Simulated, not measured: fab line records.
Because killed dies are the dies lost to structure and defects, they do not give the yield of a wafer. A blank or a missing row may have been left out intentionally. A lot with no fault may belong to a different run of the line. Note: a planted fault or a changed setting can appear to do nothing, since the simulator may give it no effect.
A struck lot beside a sound one    flow sky130    15 steps out of a route of 708
Sound: these wafers, L867.1, L867.3, L867.4. Wafers L868.3, L868.4, L868.5 were the ones struck. The cause is named last.
Per side, at each step with rows, come the tool, then ch with its chambers, and then its first start. Under that, the readings that differ: sound wafers    struck wafers    difference of the means    sigmas: that difference in standard deviations of wafers without a fault.
alike: readings whose means differ by less than 2 such deviations, and words and numbers that are the same on both sides. not compared: withheld readings, readings that some wafer has no value for, bounds like >300 that may hide the same value, and numbers for which the record gives no deviation and whose values overlap.
A row with sigmas, a row that says differs or no value, or rows on one side alone: a step with any of these is where the two part. Numbers that don't overlap but have no deviation are shown without sigmas and don't part them. A reading missing from all wafers of one side parts the sides only when that side holds two or more wafers.

first, 5 steps without rows for these wafers: SKY_LI_CONTACT_COAT_07 (resist thk 450 nm); SKY_LI_CONTACT_SOFTBAKE_08 (time 90 s); SKY_LI_CONTACT_EXPOSE_09 (exposes mask LICM1, target cd 170 nm); SKY_LI_CONTACT_PEB_10; SKY_LI_CONTACT_DEVELOP_11 (develop time 60 s).
SKY_LI_CONTACT_CD_MEAS_12: target cd 170 nm.
  struck on cdSem-01, day 31 14:20; sound on cdSem-02, day 30 22:11
  alike: cdNm
SKY_LI_CONTACT_OVL_MEAS_13:
  struck on overlay-02, day 31 14:25; sound on overlay-02, day 30 22:19
  alike: LI_CONTACT_OVL
SKY_LI_CONTACT_ETCH_14: etches BARC in N2/H2, stops on SiO2, time 45.9 s, target depth 60 nm.
  sound on rieDiel-04 ch 1,2,3, day 30 22:21; struck on rieDiel-02 ch 0,3, day 31 14:27
  alike: drypumpMotorCurrentA, oesProductAu, throttleValvePct
  not compared: rfHoursCounterH
SKY_LI_CONTACT_ETCH_15: etches PSG in C4F8/O2/Ar, stops on Si, target depth 600 nm.
  sound on rieDiel-04 ch 1,2,3, day 30 22:23; struck on rieDiel-02 ch 0,3, day 31 14:29
  alike: oesProductAu
SKY_LI_CONTACT_STRIP_16: strips in O2/N2.
  sound on plasmaAsher-01 ch 0,1, day 30 22:28; struck on plasmaAsher-03 ch 0,1, day 31 14:37
  alike: drypumpMotorCurrentA, oesProductAu, stripTimeToEndpointS
  not compared: rfHoursCounterH
then, 2 steps without rows for these wafers: SKY_LI_CONTACT_CLEAN_17 (cleans in NMP, time 600 s); SKY_LI_CONTACT_PRE_CLEAN_18 (time 5.6 s).
SKY_LI_CONTACT_SPUTTER_19: material Ti, target thk 20 nm, time 106.37 s.
  struck on pvdSputter-02, day 31 14:53; sound on pvdSputter-02, day 30 22:47
  no value came back on the struck wafers for cathodeDcPowerW (W), chamberPressurePa (Pa), throttleValvePct (%); on the sound wafers cathodeDcPowerW (W) reads 2499.9 2500.4 2500.5
SKY_LI_CONTACT_SPUTTER_20: material TiN, target thk 20 nm, time 80 s.
  struck on pvdSputter-02, day 31 14:58; sound on pvdSputter-02, day 30 22:52
  alike: cathodeDcPowerW, chamberPressurePa, throttleValvePct
-- a jump in the record: the struck wafers' starts before and after are 16 days apart (it breaks off in module LI_CONTACT and resumes in module PAD_OPEN, where the first step shown is number 708 of the route) --
SKY_PAD_OPEN_PROBE_99:
  record: rows for the struck wafers here (prober-02, day 47 14:01), none for the sound ones

## WHERE THEY PART
At SKY_LI_CONTACT_SPUTTER_19 first; at SKY_PAD_OPEN_PROBE_99 last (within this record only).

WHY: whatever the simulator had introduced
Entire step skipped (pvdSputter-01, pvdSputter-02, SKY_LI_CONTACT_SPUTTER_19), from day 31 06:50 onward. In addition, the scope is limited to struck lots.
